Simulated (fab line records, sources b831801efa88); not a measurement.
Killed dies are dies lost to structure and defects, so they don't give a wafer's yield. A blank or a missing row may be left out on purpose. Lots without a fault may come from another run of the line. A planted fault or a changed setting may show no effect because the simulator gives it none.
Which tool did it? | flow gf180mcu | 13 lots, 39 wafers sampled, at 6 steps of a route of 602

WHAT THE GAUGES READ, wafer by wafer
GF_NSD_OVL_MEAS_08.
lot  | measured     | on         | NSD_OVL (nm)
L415 | day 13 08:30 | overlay-01 | -2.6 -0.5 -1.7
L416 | day 13 10:01 | overlay-02 | 1.0 1.4 1.5
L418 | day 14 19:28 | overlay-01 | 0.3 -0.5 2.1
L419 | day 15 00:34 | overlay-02 | -0.9 1.3 0.9
L421 | day 15 14:26 | overlay-02 | 0.4 -1.8 -1.5
L422 | day 16 09:30 | overlay-02 | -2.3 -1.2 -2.1
L428 | day 17 17:53 | overlay-02 | 0.0 1.9 0.4
L431 | day 18 21:58 | overlay-01 | 0.4 -1.8 -0.6
L432 | day 19 09:30 | overlay-02 | -0.7 -0.9 -0.8
L433 | day 19 09:47 | overlay-02 | -2.1 -0.9 -2.3
L435 | day 20 05:49 | overlay-01 | -1.4 -1.7 -2.6
L436 | day 20 17:29 | overlay-01 | -0.1 -1.9 -1.4
L437 | day 21 00:40 | overlay-01 | 1.0 -0.7 -1.4

GF_PSD_CD_MEAS_07: target cd 400 nm.
lot  | measured     | on        | cd_nm (nm)
L415 | day 14 05:00 | cd_sem-01 | 401.2 399.9 400.4
L416 | day 14 07:08 | cd_sem-01 | 394.7 395.8 397.5
L418 | day 15 16:49 | cd_sem-01 | 400.4 401.2 398.8
L419 | day 15 21:42 | cd_sem-02 | 403.1 405.0 402.7
L421 | day 16 12:00 | cd_sem-02 | 403.5 401.8 403.4
L422 | day 17 07:31 | cd_sem-02 | 397.0 400.2 398.5
L428 | day 18 16:53 | cd_sem-01 | 401.5 399.9 399.3
L431 | day 19 22:38 | cd_sem-02 | 399.6 400.2 397.6
L432 | day 20 09:52 | cd_sem-02 | 405.9 405.3 405.1
L433 | day 20 10:08 | cd_sem-01 | 399.5 399.7 395.7
L435 | day 21 06:02 | cd_sem-01 | 396.4 399.8 398.5
L436 | day 21 17:43 | cd_sem-01 | 400.1 402.9 401.8
L437 | day 22 00:35 | cd_sem-02 | 395.0 394.9 396.5

GF_PSD_RS_MEAS_14: measures by four-point-probe.
lot  | measured     | on            | NSD_RS (ohm/sq)
L415 | day 14 05:35 | film_metro-03 | 46.01 46.04 46.11
L416 | day 14 07:43 | film_metro-01 | 46.12 46.21 46.26
L418 | day 15 17:25 | film_metro-01 | 46.01 46.10 46.06
L419 | day 15 22:19 | film_metro-01 | 46.00 46.12 46.25
L421 | day 16 12:36 | film_metro-02 | 44.84 44.97 44.93
L422 | day 17 08:07 | film_metro-02 | 44.70 44.76 44.77
L428 | day 18 17:32 | film_metro-01 | 46.10 46.10 46.10
L431 | day 19 23:14 | film_metro-02 | 46.16 46.13 46.04
L432 | day 20 10:28 | film_metro-01 | 46.12 46.19 46.08
L433 | day 20 10:44 | film_metro-03 | 46.16 46.16 46.16
L435 | day 21 06:40 | film_metro-03 | 46.02 46.06 46.11
L436 | day 21 18:19 | film_metro-01 | 46.13 46.17 46.10
L437 | day 22 01:14 | film_metro-01 | 46.13 46.11 46.12

GF_PSD_RS_MEAS_15: measures by four-point-probe.
lot  | measured     | on            | PSD_RS (ohm/sq)
L415 | day 14 05:43 | film_metro-03 | 107.39 107.48 107.50
L416 | day 14 07:50 | film_metro-01 | 107.83 107.91 108.00
L418 | day 15 17:32 | film_metro-01 | 107.26 107.54 107.22
L419 | day 15 22:26 | film_metro-01 | 107.28 107.39 107.77
L421 | day 16 12:43 | film_metro-02 | 102.22 101.80 102.05
L422 | day 17 08:14 | film_metro-02 | 102.19 101.71 101.62
L428 | day 18 17:39 | film_metro-01 | 107.23 107.81 107.34
L431 | day 19 23:22 | film_metro-02 | 107.65 107.43 107.11
L432 | day 20 10:35 | film_metro-01 | 107.91 107.78 107.70
L433 | day 20 10:52 | film_metro-03 | 107.27 107.71 107.40
L435 | day 21 06:47 | film_metro-03 | 107.42 107.54 107.37
L436 | day 21 18:26 | film_metro-01 | 107.58 107.86 107.87
L437 | day 22 01:21 | film_metro-01 | 107.62 107.68 107.81

WHICH TOOL RAN EACH LOT (tool, then ch and the chambers of the sampled wafers, then the start)
lot  | GF_HV_LDD_RTA_52                 | GF_PSD_RTA_13
L415 | rtp_anneal-02 ch 0, day 12 09:41 | rtp_anneal-01 ch 0, day 14 05:30
L416 | rtp_anneal-02 ch 0, day 12 11:29 | rtp_anneal-02 ch 0, day 14 07:38
L418 | rtp_anneal-02 ch 0, day 13 20:04 | rtp_anneal-01 ch 0, day 15 17:19
L419 | rtp_anneal-02 ch 0, day 14 00:34 | rtp_anneal-02 ch 0, day 15 22:14
L421 | rtp_anneal-01 ch 0, day 14 13:59 | rtp_anneal-01 ch 0, day 16 12:30
L422 | rtp_anneal-01 ch 0, day 15 07:35 | rtp_anneal-01 ch 0, day 17 08:02
L428 | rtp_anneal-01 ch 0, day 16 16:59 | rtp_anneal-02 ch 0, day 18 17:26
L431 | rtp_anneal-01 ch 0, day 17 18:14 | rtp_anneal-01 ch 0, day 19 23:09
L432 | rtp_anneal-02 ch 0, day 18 05:42 | rtp_anneal-02 ch 0, day 20 10:22
L433 | rtp_anneal-01 ch 0, day 18 07:16 | rtp_anneal-01 ch 0, day 20 10:40
L435 | rtp_anneal-01 ch 0, day 19 03:01 | rtp_anneal-01 ch 0, day 21 06:35
L436 | rtp_anneal-02 ch 0, day 19 14:28 | rtp_anneal-01 ch 0, day 21 18:13
L437 | rtp_anneal-02 ch 0, day 19 20:29 | rtp_anneal-01 ch 0, day 22 01:09
- GF_HV_LDD_RTA_52: time 10 s.
- GF_PSD_RTA_13: time 20 s.

WHAT THE TOOLS THEMSELVES READ (means of the sampled wafers that have a number; where no wafer has one, the mark that the record gives instead)
GF_HV_LDD_RTA_52.
lot  | tool          | lamp_power_pct (%) | wafer_temp_C_max
L415 | rtp_anneal-02 | 33.2               | 1005.8
L416 | rtp_anneal-02 | 33.1               | 1005.4
L418 | rtp_anneal-02 | 33.1               | 1005.4
L419 | rtp_anneal-02 | 33.1               | 1005.8
L421 | rtp_anneal-01 | 28.6               | 1007.5
L422 | rtp_anneal-01 | 28.6               | 1007.3
L428 | rtp_anneal-01 | 28.6               | 1006.2
L431 | rtp_anneal-01 | 28.6               | 1008.8
L432 | rtp_anneal-02 | 33.1               | 1005.6
L433 | rtp_anneal-01 | 28.6               | 1008.2
L435 | rtp_anneal-01 | 28.6               | 1008.1
L436 | rtp_anneal-02 | 33.1               | 1005.7
L437 | rtp_anneal-02 | 33.1               | 1005.0

GF_PSD_RTA_13.
lot  | tool          | lamp_power_pct (%) | wafer_temp_C_max
L415 | rtp_anneal-01 | 29.7               | 1031.7
L416 | rtp_anneal-02 | 34.4               | 1031.6
L418 | rtp_anneal-01 | 29.7               | 1032.8
L419 | rtp_anneal-02 | 34.4               | 1030.7
L421 | rtp_anneal-01 | 30.4               | 1042.5
L422 | rtp_anneal-01 | 30.4               | 1042.0
L428 | rtp_anneal-02 | 34.4               | 1029.8
L431 | rtp_anneal-01 | 29.7               | 1032.6
L432 | rtp_anneal-02 | 34.4               | 1030.6
L433 | rtp_anneal-01 | 29.7               | 1032.6
L435 | rtp_anneal-01 | 29.7               | 1032.3
L436 | rtp_anneal-01 | 29.7               | 1033.8
L437 | rtp_anneal-01 | 29.7               | 1031.6

THE ANSWER, worked out from the rows above alone
Rule: what is usual is taken from the lots themselves. Put in order of their means at a reading, lots are off if they are a third of the lots or fewer, leave a main group of 4 or more, and stand apart from it by a gap of 3 or more times the standard deviation of the main group's means; of several such gaps the widest counts. A main group whose means are all the same, to the digits that the tables above print for the reading, isn't used. A lot without any number at a reading at which 4 lots or more have one is off too. The other lots that the step has rows for count as sound. The gauges are gone through in route order, then the tools' own readings, and for those a lot's mean is taken as printed above. The first step at which some lot is off is used, and at that step the reading that is off furthest; a lot without a number counts as furthest.
Off: L421, L422, at GF_PSD_RS_MEAS_14 (NSD_RS). The main group: mean 46.11 ohm/sq, standard deviation 0.042.
A tool fits if, at a process step before that reading, it ran every lot that is off, and no sound lot after the first of them. The gauges at GF_PSD_RS_MEAS_14 aren't tried: what is off there is off at GF_PSD_RTA_13 too, on other tools, and a gauge's error can't cause that. None of those tried fits.

WHAT THE SIMULATOR HAD PUT IN
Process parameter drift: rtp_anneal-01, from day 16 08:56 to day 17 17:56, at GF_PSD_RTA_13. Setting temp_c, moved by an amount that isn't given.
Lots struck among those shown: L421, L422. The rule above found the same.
